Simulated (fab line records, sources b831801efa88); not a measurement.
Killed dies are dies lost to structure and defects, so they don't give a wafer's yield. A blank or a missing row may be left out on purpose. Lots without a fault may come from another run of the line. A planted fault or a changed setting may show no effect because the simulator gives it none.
Problem report in the 8D (eight disciplines) form, filled by code | flow gf180mcu | the parts of the form that need people (team, actions taken, sign-off) are left out

1. THE PROBLEM
cd_nm at GF_V5_CD_MEAS_14 reads a mean of 277.6 nm on 2 wafers of 2 lots; wafers without a fault read 260.4 nm with a standard deviation of 1.4. That is +12 standard deviations from the usual mean.
The step: target cd 260 nm.
First seen on wafer L613.3, day 28 22:59, on cd_sem-01. The record holds 38 wafers of 13 lots with a number at this step. Rule for "out", or "out of limits": more than 4 standard deviations from the usual mean. The other wafers with a number count as sound.

2. WHAT IT IS AND WHAT IT IS NOT
question                    | is                   | is not
which readings at this step | cd_nm                | -
which lots                  | L613, L615           | L606, L607, L608, L610, L611, L612, L614, L625, L626, L627, L628
which wafers of those lots  | L613.3, L615.3       | L613.1, L613.4, L615.1
read on which gauges        | cd_sem-01, cd_sem-02 | -
when                        | from day 28 22:59    | up to then (20 sound wafers); but 16 sound wafers of L614, L615, L625, L626, L627, L628 came after

3. SUSPECTS, AND WHAT RULES EACH OUT
Counting: a tool at a process step up to the reading stays a suspect if it ran every lot that is out. Sound lots after the first of them don't rule it out here, since some wafers of a struck lot are sound.
- the gauge at GF_V5_CD_MEAS_14: ruled out. The wafers that are out were read on 2 gauges (cd_sem-01, cd_sem-02).
- krf_scanner-01 at GF_V5_EXPOSE_11 (exposes mask Via5, target cd 260 nm): kept. It ran every lot that is out, first L613 (day 28 12:32); its last sound lot up to then is L612 (day 28 02:27).
Left after counting: krf_scanner-01 at GF_V5_EXPOSE_11.

4. THE CAUSE (what the simulator had put in)
Process parameter drift: krf_scanner-01, from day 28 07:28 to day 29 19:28, at GF_V5_EXPOSE_11. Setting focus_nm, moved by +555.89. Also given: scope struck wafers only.
Counting left only this tool.

5. THE CHAIN OF EFFECTS, in route order
Each row: a reading whose mean over the struck wafers that have a number lies more than 3 standard deviations from the usual. Only readings for which the record gives a usual standard deviation are gone through. hours: the time from each lot's start at the first step in this table that gives one to its start at this step, as a median over the lots. sigmas: the change in usual standard deviations.
hours | step             | reading | usual    | on struck wafers | change | sigmas
0     | GF_V5_CD_MEAS_14 | cd_nm   | 260.4 nm | 277.6            | +17.2  | +12

6. WHAT WOULD HAVE CAUGHT IT SOONER
In this record the first reading out of limits at a measuring or inspecting step was taken at day 28 22:59, 16 hours after the fault began at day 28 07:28.
Of the lots that are out (2), L615 began GF_V5_EXPOSE_11 on krf_scanner-01 after day 28 22:59. A hold on the tool at that time would have spared it.
